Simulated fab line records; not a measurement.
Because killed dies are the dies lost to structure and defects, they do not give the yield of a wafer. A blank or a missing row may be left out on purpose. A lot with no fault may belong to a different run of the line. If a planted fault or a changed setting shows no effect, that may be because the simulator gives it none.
fab line records	flow gf180mcu
record lots=12	wafers=36	lastDay=34
route steps=602 shown STI@1 NWELL@50 M3@409 V5@558
lots with no fault: from the same line, run without faults
startH: start of the lot's first displayed wafer, in hours after the record's first day	waitH: hours from the lot's prior step to this one	" unchanged from the row above	L1.1+2: several wafers, shown together as one row	- no value present, or no start provided	* or withheld: withheld	< > ~ a bound
route shown NAME@n: names a module that has steps shown in the file, with the first one's number in the route	usual: mean and standard deviation over wafers with no fault	same: alike in all rows	chamber/n: place in a boat	sites: each site's reading	_std_site: standard deviation of those values	_edge_site: mean of outer sites minus mean of inner sites	radiusMm: for every site, how far away it sits from the centre of the wafer	mask NAME#n: copy n	behind: the tool/chamber that last shaped the wafer	hold: why the lot went on hold/how many hours it stayed there/how the hold came to an end	device: transistor that didn't switch, given as n, p or np	end of line: tests run on the same wafers once the route is complete	a step given without rows: its recipe and nothing more	killed: dies lost to structure and defects at the first sort, not the wafer's yield	map: shows each die of a wafer: x if killed, . if not, _ if none is there
set.NAME: the setting the step ran with; set.NAME@STEP: the setting that earlier step ran with	model.NAME: the simulator's own value behind a step, which no gauge read
one table for each step of the route and one row for each wafer, over a sample of lots
services: a tool's chamber out of use, with start hour (startH, from the record's first day; less than 0 if before it), hours out, and reason
## steps
# step GF_STI_BOW_MEAS_00
# recipe mode=bow
# usual INCOMING_BOW=0/6.7
lot.wafer	tool	chamber	startH	waitH	INCOMING_BOW[um]
L281.1	filmMetro-04	-	10.00	-	-1
L281.4	"	-	"	"	2
L281.5	"	-	"	"	13
L283.2	filmMetro-02	-	20.02	-	6
L283.3	"	-	"	"	7
L283.5	"	-	"	"	-17
L284.1	filmMetro-01	-	25.00	-	-3
L284.2	"	-	"	"	10
L284.5	"	-	"	"	0
L285.1	filmMetro-01	-	30.10	-	4
L285.3	"	-	"	"	12
L285.5	"	-	"	"	4
L286.3	filmMetro-02	-	35.04	-	3
L286.4	"	-	"	"	4
L286.6	"	-	"	"	5
L288.1	filmMetro-04	-	45.00	-	5
L288.3	"	-	"	"	4
L288.4	"	-	"	"	2
L289.1	filmMetro-02	-	50.00	-	-1
L289.2	"	-	"	"	-4
L289.6	"	-	"	"	1
L295.3	filmMetro-01	-	80.04	-	0
L295.5	"	-	"	"	-4
L295.6	"	-	"	"	8
L296.2	filmMetro-04	-	85.02	-	12
L296.3	"	-	"	"	9
L296.4	"	-	"	"	-3
L300.1	filmMetro-01	-	105.00	-	10
L300.3	"	-	"	"	-10
L300.6	"	-	"	"	-7
L303.3	filmMetro-04	-	120.04	-	17
L303.4	"	-	"	"	4
L303.5	"	-	"	"	5
L304.3	filmMetro-04	-	125.04	-	4
L304.4	"	-	"	"	-3
L304.6	"	-	"	"	-8
# step GF_NWELL_IMPLANT_08
# recipe species=P	energyKev=450	doseCm2=1.5e+13	tiltDeg=0
# usual tiltDeg=-0.003/0.021
lot.wafer	tool	chamber	startH	waitH	tiltDeg
L283.2	implanter-03	0	74.85	0.0	0.001
L283.3	"	0	"	"	-0.010
L283.5	"	0	"	"	0.001
L284.1	implanter-04	0	75.07	0.0	0.002
L284.2	"	0	"	"	-0.011
L284.5	"	0	"	"	-0.012
L281.1	implanter-02	0	75.42	0.0	0.012
L281.4	"	0	"	"	0.009
L281.5	"	0	"	"	-0.015
L285.1	implanter-02	0	81.27	0.0	0.003
L285.3	"	0	"	"	0.000
L285.5	"	0	"	"	0.017
L286.3	implanter-02	0	82.78	0.1	0.026
L286.4	"	0	"	"	0.026
L286.6	"	0	"	"	0.018
L288.1	implanter-02	0	90.63	0.0	-0.008
L288.3	"	0	"	"	-0.015
L288.4	"	0	"	"	-0.038
L289.1	implanter-02	0	96.52	0.0	0.007
L289.2	"	0	"	"	0.016
L289.6	"	0	"	"	-0.018
L295.3	implanter-04	0	126.62	0.1	3.877
L295.5	"	0	"	"	3.864
L295.6	"	0	"	"	3.893
L296.2	implanter-04	0	133.60	0.0	3.951
L296.3	"	0	"	"	3.907
L296.4	"	0	"	"	3.898
L300.1	implanter-02	0	154.22	0.0	-0.001
L300.3	"	0	"	"	0.004
L300.6	"	0	"	"	-0.003
L303.3	implanter-03	0	172.47	0.1	0.013
L303.4	"	0	"	"	-0.003
L303.5	"	0	"	"	0.002
L304.3	implanter-03	0	177.52	0.1	0.023
L304.4	"	0	"	"	0.029
L304.6	"	0	"	"	0.006
# step GF_NWELL_TW_MEAS_11
# usual NWELL_TW=1573/14
lot.wafer	tool	chamber	startH	waitH	hold	NWELL_TW
L283.2	filmMetro-02	-	75.24	0.1	-	1553
L283.3	"	-	"	"	-	1547
L283.5	"	-	"	"	-	1551
L284.1	filmMetro-01	-	75.47	0.1	-	1582
L284.2	"	-	"	"	-	1572
L284.5	"	-	"	"	-	1574
L281.1	filmMetro-02	-	75.82	0.1	-	1564
L281.4	"	-	"	"	-	1557
L281.5	"	-	"	"	-	1555
L285.1	filmMetro-02	-	81.67	0.1	-	1556
L285.3	"	-	"	"	-	1553
L285.5	"	-	"	"	-	1563
L286.3	filmMetro-01	-	83.15	0.1	-	1576
L286.4	"	-	"	"	-	1581
L286.6	"	-	"	"	-	1579
L288.1	filmMetro-03	-	91.03	0.1	-	1581
L288.3	"	-	"	"	-	1585
L288.4	"	-	"	"	-	1586
L289.1	filmMetro-03	-	96.92	0.1	-	1576
L289.2	"	-	"	"	-	1572
L289.6	"	-	"	"	-	1572
L295.3	filmMetro-01	-	126.99	0.1	awaitDispo/0.2h/release	1740
L295.5	"	-	"	"	awaitDispo/0.2h/release	1731
L295.6	"	-	"	"	awaitDispo/0.2h/release	1735
L295.3	filmMetro-01	-	127.28	0.3	-	1731
L295.5	"	-	"	"	-	1723
L295.6	"	-	"	"	-	1733
L296.2	filmMetro-01	-	133.98	0.1	awaitDispo/0.2h/release	1729
L296.3	"	-	"	"	awaitDispo/0.2h/release	1731
L296.4	"	-	"	"	awaitDispo/0.2h/release	1738
L296.2	filmMetro-01	-	134.21	0.2	-	1727
L296.3	"	-	"	"	-	1724
L296.4	"	-	"	"	-	1732
L300.1	filmMetro-03	-	154.62	0.1	-	1583
L300.3	"	-	"	"	-	1584
L300.6	"	-	"	"	-	1592
L303.3	filmMetro-02	-	172.84	0.1	-	1559
L303.4	"	-	"	"	-	1558
L303.5	"	-	"	"	-	1547
L304.3	filmMetro-03	-	177.89	0.1	-	1574
L304.4	"	-	"	"	-	1574
L304.6	"	-	"	"	-	1584
# step GF_VT_IMPLANT_RS_MEAS_47
# recipe thkMeasGauge=four-point-probe
# usual NWELL_RS=488.3/1.2
lot.wafer	tool	chamber	startH	waitH	hold	NWELL_RS[ohm/sq]
L283.2	filmMetro-01	-	172.92	0.1	-	488.3
L283.3	"	-	"	"	-	488.8
L283.5	"	-	"	"	-	487.4
L284.1	filmMetro-02	-	173.34	0.1	-	487.8
L284.2	"	-	"	"	-	487.3
L284.5	"	-	"	"	-	487.8
L281.1	filmMetro-03	-	174.45	0.1	-	487.6
L281.4	"	-	"	"	-	488.1
L281.5	"	-	"	"	-	488.1
L285.1	filmMetro-02	-	178.86	0.1	-	487.0
L285.3	"	-	"	"	-	486.3
L285.5	"	-	"	"	-	488.2
L286.3	filmMetro-01	-	181.24	0.1	-	487.5
L286.4	"	-	"	"	-	488.8
L286.6	"	-	"	"	-	488.7
L288.1	filmMetro-03	-	190.66	0.1	-	487.2
L288.3	"	-	"	"	-	486.4
L288.4	"	-	"	"	-	486.0
L289.1	filmMetro-02	-	196.76	0.1	-	489.5
L289.2	"	-	"	"	-	490.1
L289.6	"	-	"	"	-	490.5
L295.3	filmMetro-03	-	234.10	0.1	awaitDispo/0.2h/release	641.4
L295.5	"	-	"	"	awaitDispo/0.2h/release	642.5
L295.6	"	-	"	"	awaitDispo/0.2h/release	641.3
L295.3	filmMetro-03	-	234.46	0.3	-	642.2
L295.5	"	-	"	"	-	642.1
L295.6	"	-	"	"	-	640.2
L296.2	filmMetro-03	-	244.28	0.1	awaitDispo/0.2h/release	640.6
L296.3	"	-	"	"	awaitDispo/0.2h/release	644.3
L296.4	"	-	"	"	awaitDispo/0.2h/release	642.6
L296.2	filmMetro-03	-	244.64	0.3	-	641.7
L296.3	"	-	"	"	-	642.5
L296.4	"	-	"	"	-	643.6
L300.1	filmMetro-03	-	268.25	0.1	-	489.8
L300.3	"	-	"	"	-	489.6
L300.6	"	-	"	"	-	490.2
L303.3	filmMetro-03	-	292.29	0.1	-	486.7
L303.4	"	-	"	"	-	486.0
L303.5	"	-	"	"	-	487.3
L304.3	filmMetro-03	-	297.05	0.1	-	489.2
L304.4	"	-	"	"	-	488.1
L304.6	"	-	"	"	-	490.0
# step GF_M3_SPUTTER_00
# recipe material=Ti	targetThkNm=37.5	arrivingIonEnergyEv=80	substrateTempC=200	chamberPressurePa=2	powerW=4000	timeS=150
# usual chamberPressurePa=2.000/0.0037	throttleValvePct=30.7/1.3
lot.wafer	tool	chamber	startH	waitH	chamberPressurePa	throttleValvePct
L284.1	pvdSputter-04	-	480.74	0.2	2.004	30.5
L284.2	"	-	"	"	2.003	32.2
L284.5	"	-	"	"	2.003	30.5
L283.2	pvdSputter-03	-	484.77	0.1	2.001	31.1
L283.3	"	-	"	"	1.999	30.8
L283.5	"	-	"	"	2.000	31.0
L281.1	pvdSputter-01	-	486.73	0.1	1.995	30.8
L281.4	"	-	"	"	2.000	31.6
L281.5	"	-	"	"	2.003	31.3
L285.1	pvdSputter-03	-	489.74	0.2	1.998	30.9
L285.3	"	-	"	"	2.004	31.3
L285.5	"	-	"	"	1.999	31.3
L286.3	pvdSputter-03	-	491.64	0.2	1.999	32.5
L286.4	"	-	"	"	2.000	31.4
L286.6	"	-	"	"	2.003	30.8
L288.1	pvdSputter-04	-	509.09	0.1	1.999	30.5
L288.3	"	-	"	"	2.005	28.6
L288.4	"	-	"	"	2.001	32.5
L289.1	pvdSputter-03	-	511.64	0.1	2.006	30.8
L289.2	"	-	"	"	1.998	32.2
L289.6	"	-	"	"	2.000	32.1
L300.1	pvdSputter-03	-	604.84	0.1	2.003	28.4
L300.3	"	-	"	"	2.005	31.4
L300.6	"	-	"	"	2.001	28.7
L303.3	pvdSputter-03	-	633.52	0.1	2.003	32.6
L303.4	"	-	"	"	1.992	30.7
L303.5	"	-	"	"	2.004	32.1
L304.3	pvdSputter-04	-	637.58	0.2	2.001	28.8
L304.4	"	-	"	"	1.999	31.0
L304.6	"	-	"	"	1.998	32.2
# step GF_V5_STRIP_18
# recipe chemistry=O2/N2	powerW=1400	pressureMtorr=1500	platenTempC=250	o2FlowSccm=3000	n2FlowSccm=300	overashFraction=0.5
# usual drypumpMotorCurrentA=5.9/0.36	heaterPowerW=326/16	n2FlowSccm=299.8/0.93	o2FlowSccm=3001/9.3	oesProductAu=0.569/0.0051
lot.wafer	tool	chamber	startH	waitH	drypumpMotorCurrentA	heaterPowerW	n2FlowSccm	o2FlowSccm	oesProductAu	rfHoursCounterH
L284.1	plasmaAsher-01	1	644.14	-	5.0	299	298.7	2993	0.568	88
L284.2	"	0	"	"	5.2	316	299.4	3000	0.569	88
L284.5	"	1	"	"	5.0	296	298.7	2994	0.573	-
L283.2	plasmaAsher-01	1	649.43	-	5.0	289	299.9	2993	0.566	89
L283.3	"	1	"	"	4.9	284	299.9	3015	0.576	-
L283.5	"	0	"	"	5.2	322	298.9	2986	0.572	-
L281.1	plasmaAsher-03	0	652.19	-	6.1	337	298.5	3003	0.571	99
L281.4	"	0	"	"	6.1	334	300.6	3010	0.566	-
L281.5	"	1	"	"	6.0	335	299.9	3003	0.565	-
L285.1	plasmaAsher-04	1	654.69	-	5.9	318	300.9	3012	0.564	25
L285.3	"	1	"	"	6.0	315	300.2	3019	0.578	-
L285.5	"	0	"	"	6.0	313	300.2	3001	0.575	-
L286.3	plasmaAsher-01	0	655.47	-	5.2	311	299.9	2998	0.558	-
L286.4	"	1	"	"	5.0	293	301.4	2999	0.575	-
L286.6	"	0	"	"	5.2	316	300.6	3006	0.573	-
L288.1	plasmaAsher-03	0	671.28	-	6.1	336	300.1	3008	0.574	101
L288.3	"	0	"	"	6.1	344	299.8	3003	0.570	-
L288.4	"	1	"	"	6.1	345	296.8	3005	0.572	-
L289.1	plasmaAsher-03	1	674.69	-	6.0	346	301.2	2999	0.573	101
L289.2	"	0	"	"	6.1	339	299.8	3011	0.579	101
L289.6	"	0	"	"	6.1	329	302.3	3005	0.573	-
L300.1	plasmaAsher-04	0	752.04	-	6.0	323	299.2	2997	0.573	36
L300.3	"	1	"	"	5.9	325	299.4	3011	0.568	-
L300.6	"	0	"	"	6.0	322	299.7	3003	0.564	-
L303.3	plasmaAsher-04	1	771.77	-	6.0	327	299.5	2998	0.577	-
L303.4	"	0	"	"	6.0	319	298.6	2991	0.578	-
L303.5	"	0	"	"	6.0	320	299.8	2998	0.571	-
L304.3	plasmaAsher-04	0	773.62	-	6.0	312	301.3	3001	0.562	-
L304.4	"	1	"	"	5.9	329	299.2	2998	0.557	-
L304.6	"	0	"	"	6.0	320	300.7	3002	0.570	-
## services
tool	chamber	startH	hours	kind
implanter-03	-	54.08	4.3	pm
plasmaAsher-04	-	64.37	1.3	repair
implanter-04	-	80.01	6.7	repair
implanter-02	-	97.76	3.4	repair
pvdSputter-03	-	101.16	8.0	repair
plasmaAsher-03	-	103.55	2.8	pm
implanter-04	-	112.27	5.1	repair
implanter-02	-	117.62	1.6	repair
plasmaAsher-01	-	131.84	0.9	repair
implanter-02	-	136.19	0.9	repair
implanter-02	-	147.30	3.9	pm
implanter-04	-	161.02	1.1	repair
implanter-03	-	163.24	2.1	repair
plasmaAsher-01	-	199.65	7.3	repair
pvdSputter-03	-	209.55	11.7	repair
plasmaAsher-03	-	241.56	10.0	pm
implanter-02	-	312.00	0.6	repair
plasmaAsher-04	-	421.25	9.0	pm
implanter-02	-	618.79	5.7	pm
plasmaAsher-04	-	626.95	0.8	repair
implanter-02	-	636.30	3.6	pm
implanter-02	-	661.63	8.1	repair
implanter-02	-	689.38	4.3	repair
implanter-02	-	743.81	0.5	repair
## key
firstSign step=GF_NWELL_IMPLANT_08	reading=tiltDeg	direction=up	sigmas=99+	usual=-0.003	struck=3.898
effect step=GF_NWELL_TW_MEAS_11	reading=visit	direction=added
effect step=GF_NWELL_TW_MEAS_11	reading=NWELL_TW	direction=up	sigmas=12	usual=1573	struck=1734
effect step=GF_VT_IMPLANT_RS_MEAS_47	reading=NWELL_RS	direction=up	sigmas=99+	usual=488.3	struck=642.1
metAt GF_NWELL_IMPLANT_08
struckLots L295,L296
scrappedBehind GF_VT_IMPLANT_RS_MEAS_47 L295.3,L295.5,L295.6,L296.2,L296.3,L296.4
notActingAt GF_STI_BOW_MEAS_00,GF_M3_SPUTTER_00,GF_V5_STRIP_18
onsetBetween 75.07 126.62
fault kind=processParameterDrift	tool=implanter-04	chamber=-	onsetH=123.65	steps=GF_NWELL_IMPLANT_08	channel=tiltDeg	offset=3.9016	shape=step	endH=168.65	actsIn=theseRecipesOnly	stated=0
